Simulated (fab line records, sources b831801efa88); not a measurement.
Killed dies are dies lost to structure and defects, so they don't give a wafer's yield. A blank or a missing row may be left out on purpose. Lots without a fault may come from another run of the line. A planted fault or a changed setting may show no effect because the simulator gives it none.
Which tool did it? | flow sky130 | 11 lots, 33 wafers sampled, at 5 steps of a route of 708

WHAT THE GAUGES READ, wafer by wafer
The record holds no reading of a measuring or inspecting step that can be judged against a usual standard deviation.

WHICH TOOL RAN EACH LOT (tool, then ch and the chambers of the sampled wafers, then the start)
lot  | SKY_VIA3_CMP_24               | SKY_METAL4_SPUTTER_00        | SKY_METAL4_ETCH_16                | SKY_METAL5_STRIP_16                  | SKY_PAD_OPEN_PROBE_99
L316 | cmp-02 ch 0,1,2, day 39 15:35 | pvd_sputter-03, day 39 15:53 | rie_metal-03 ch 0,1, day 41 17:32 | plasma_asher-01 ch 0, day 43 20:02   | -
L318 | cmp-02 ch 0,1,2, day 40 07:19 | pvd_sputter-03, day 40 07:31 | rie_metal-04 ch 0,1, day 42 08:25 | plasma_asher-04 ch 0,1, day 44 10:14 | -
L322 | cmp-01 ch 0,1, day 41 20:51   | pvd_sputter-04, day 41 21:09 | rie_metal-03 ch 0,1, day 43 20:47 | plasma_asher-01 ch 0,1, day 45 18:49 | -
L324 | cmp-02 ch 1,3, day 42 17:41   | pvd_sputter-03, day 42 17:56 | rie_metal-04 ch 0, day 44 16:27   | plasma_asher-04 ch 0,1, day 46 13:09 | -
L329 | cmp-02 ch 0,1,3, day 43 20:20 | pvd_sputter-03, day 43 20:38 | rie_metal-04 ch 0,1, day 45 17:26 | plasma_asher-04 ch 0,1, day 47 14:17 | -
L330 | cmp-01 ch 0,1,2, day 44 00:16 | pvd_sputter-03, day 44 00:28 | rie_metal-02 ch 0,1, day 45 21:38 | plasma_asher-04 ch 0,1, day 47 16:38 | prober-02, day 49 09:16
L331 | cmp-01 ch 0,3, day 44 06:53   | pvd_sputter-04, day 44 07:11 | rie_metal-04 ch 0,1, day 46 02:26 | plasma_asher-01 ch 0,1, day 47 21:35 | -
L332 | cmp-02 ch 0,1,3, day 44 12:05 | pvd_sputter-02, day 44 12:20 | rie_metal-02 ch 0,1, day 46 08:20 | plasma_asher-01 ch 0,1, day 48 02:26 | prober-02, day 49 17:41
L335 | cmp-01 ch 0,1,3, day 45 03:32 | pvd_sputter-03, day 45 03:50 | rie_metal-02 ch 0,1, day 46 22:56 | plasma_asher-01 ch 0,1, day 48 17:23 | -
L338 | cmp-01 ch 1,3, day 45 23:18   | pvd_sputter-02, day 45 23:36 | rie_metal-03 ch 0, day 47 17:18   | plasma_asher-04 ch 0,1, day 49 10:33 | -
L339 | cmp-01 ch 0,1,2, day 46 15:27 | pvd_sputter-04, day 46 15:45 | rie_metal-02 ch 0,1, day 48 07:36 | plasma_asher-02 ch 0,1, day 49 22:38 | -
- SKY_VIA3_CMP_24: polishes, stops on SiO2, t overpolish 20 s, target thk 0 nm.
- SKY_METAL4_SPUTTER_00: material Ti, target thk 15 nm, time 10 s.
- SKY_METAL4_ETCH_16: etches BARC in N2/H2, stops on SiO2, time 88.2 s, target depth 60 nm.
- SKY_METAL5_STRIP_16: strips in O2/N2.
- SKY_PAD_OPEN_PROBE_99

WHAT THE TOOLS THEMSELVES READ (means of the sampled wafers that have a number; where no wafer has one, the mark that the record gives instead)
SKY_VIA3_CMP_24. Usual: motor_current_A 11.1 A, standard deviation 0.97; overpolish_run_s 20.001 s, standard deviation 0.0092; time_to_endpoint_s 96 s, standard deviation 4.2.
lot  | tool   | motor_current_A (A) | overpolish_run_s (s) | time_to_endpoint_s (s) | flag
L316 | cmp-02 | 11.0                | 20.004               | 93                     |
L318 | cmp-02 | 10.5                | 20.004               | 92                     |
L322 | cmp-01 | 10.6                | 19.996               | 98                     |
L324 | cmp-02 | 10.1                | 20.005               | 106                    |
L329 | cmp-02 | 10.9                | 20.000               | 98                     |
L330 | cmp-01 | 11.4                | 19.997               | 93                     |
L331 | cmp-01 | 10.8                | 20.003               | 93                     |
L332 | cmp-02 | 11.4                | 20.004               | 105                    |
L335 | cmp-01 | 10.8                | 20.006               | 97                     |
L338 | cmp-01 | 11.1                | 20.010               | 92                     |
L339 | cmp-01 | 10.9                | 19.998               | 96                     |

SKY_METAL4_SPUTTER_00. Usual: throttle_valve_pct 29.9 %, standard deviation 0.85.
lot  | tool           | throttle_valve_pct (%) | flag
L316 | pvd_sputter-03 | 30.7                   |
L318 | pvd_sputter-03 | 30.2                   |
L322 | pvd_sputter-04 | 29.8                   |
L324 | pvd_sputter-03 | 30.8                   |
L329 | pvd_sputter-03 | 30.5                   |
L330 | pvd_sputter-03 | 30.5                   |
L331 | pvd_sputter-04 | 30.2                   |
L332 | pvd_sputter-02 | 29.2                   |
L335 | pvd_sputter-03 | 30.3                   |
L338 | pvd_sputter-02 | 29.8                   |
L339 | pvd_sputter-04 | 29.7                   |

SKY_METAL4_ETCH_16. Usual: drypump_motor_current_A 5.8 A, standard deviation 0.46; oes_product_au 0.626 a.u., standard deviation 0.0052; throttle_valve_pct 13.205 %, standard deviation 0.0095.
lot  | tool         | drypump_motor_current_A (A) | oes_product_au (a.u.) | throttle_valve_pct (%) | flag
L316 | rie_metal-03 | 6.1                         | 0.625                 | 13.210                 |
L318 | rie_metal-04 | 5.3                         | 0.629                 | 13.214                 |
L322 | rie_metal-03 | 5.8                         | 0.628                 | 13.202                 |
L324 | rie_metal-04 | 5.8                         | 0.626                 | 13.212                 |
L329 | rie_metal-04 | 5.5                         | 0.625                 | 13.211                 |
L330 | rie_metal-02 | 5.8                         | 0.626                 | 13.209                 |
L331 | rie_metal-04 | 5.6                         | 0.627                 | 13.215                 |
L332 | rie_metal-02 | 5.9                         | 0.625                 | 13.212                 |
L335 | rie_metal-02 | 6.0                         | 0.619                 | 13.198                 |
L338 | rie_metal-03 | 6.5                         | 0.625                 | 13.212                 |
L339 | rie_metal-02 | 5.9                         | 0.633                 | 13.204                 |

SKY_METAL5_STRIP_16. Usual: chamber_pressure_mTorr 1500.1 mTorr, standard deviation 1.2; drypump_motor_current_A 5.8 A, standard deviation 0.43; oes_product_au 0.710 a.u., standard deviation 0.0046; strip_time_to_endpoint_s 13.05 s, standard deviation 0.15.
lot  | tool            | chamber_pressure_mTorr (mTorr) | drypump_motor_current_A (A) | oes_product_au (a.u.) | strip_time_to_endpoint_s (s) | flag
L316 | plasma_asher-01 | 1499.2                         | 6.1                         | 0.710                 | 13.18                        |
L318 | plasma_asher-04 | 1499.0                         | 6.1                         | 0.708                 | 13.16                        |
L322 | plasma_asher-01 | 1499.4                         | 5.4                         | 0.712                 | 12.84                        |
L324 | plasma_asher-04 | 1499.5                         | 6.1                         | 0.712                 | 12.89                        |
L329 | plasma_asher-04 | 1499.0                         | 6.1                         | 0.710                 | 12.99                        |
L330 | plasma_asher-04 | -                              | -                           | -                     | -                            | OFF
L331 | plasma_asher-01 | -                              | -                           | -                     | -                            | OFF
L332 | plasma_asher-01 | -                              | -                           | -                     | -                            | OFF
L335 | plasma_asher-01 | 1499.2                         | 5.8                         | 0.703                 | 13.28                        |
L338 | plasma_asher-04 | 1500.5                         | 6.1                         | 0.706                 | 12.92                        |
L339 | plasma_asher-02 | 1500.0                         | 6.0                         | 0.709                 | 13.15                        |

SKY_PAD_OPEN_PROBE_99. Usual: defect_limited_yield 82.5 %, standard deviation 1.8; killed_at_M0_to_M3 43, standard deviation 6.5; killed_at_M4_up 3, standard deviation 1.7; killed_at_contacts 25, standard deviation 5.1; killed_at_front_end 15, standard deviation 3.8; killed_at_other 0.2, standard deviation 0.45; killed_dies 86, standard deviation 8.8; killed_open 47, standard deviation 6.7; killed_short 39, standard deviation 6; sort_bin_3_pad_short 0.9 %, standard deviation 0.46; sort_bin_5_function 10.2 %, standard deviation 1.4; sort_bin_6_memory 6.4 %, standard deviation 1; sort_n_pass 406, standard deviation 8.8; sort_yield_pct 82.5 %, standard deviation 1.8.
lot  | tool      | defect_limited_yield (%) | killed_at_M0_to_M3 | killed_at_M4_up | killed_at_contacts | killed_at_front_end | killed_at_other | killed_dies | killed_open | killed_short | sort_bin_3_pad_short (%) | sort_bin_5_function (%) | sort_bin_6_memory (%) | sort_n_pass | sort_yield_pct (%) | flag
L330 | prober-02 | 81.5                     | 44                 | 3               | 23                 | 20                  | 0.3             | 91          | 47          | 44           | 0.7                      | 11.0                    | 6.8                   | 401         | 81.5               |
L332 | prober-02 | 83.5                     | 36                 | 3               | 26                 | 16                  | 0.0             | 81          | 44          | 37           | 0.7                      | 9.6                     | 6.2                   | 411         | 83.5               |

THE ANSWER, worked out from the rows above alone
Rule: a lot is off if the mean of its wafers that have a number lies more than 3 standard deviations from the usual mean. A lot without any number at a reading at which 4 lots or more have one is off too. The other lots that the step has rows for count as sound. The gauges are gone through in route order, then the tools' own readings, and for those a lot's mean is taken as printed above. The first step at which some lot is off is used, and at that step the reading that is off furthest; a lot without a number counts as furthest.
Off: L330, L331, L332, at SKY_METAL5_STRIP_16 (chamber_pressure_mTorr). Without a number there: L330, L331, L332.
A tool fits if, at that step or a process step before it, it ran every lot that is off, and no sound lot after the first of them. None of those tried fits.

WHAT THE SIMULATOR HAD PUT IN
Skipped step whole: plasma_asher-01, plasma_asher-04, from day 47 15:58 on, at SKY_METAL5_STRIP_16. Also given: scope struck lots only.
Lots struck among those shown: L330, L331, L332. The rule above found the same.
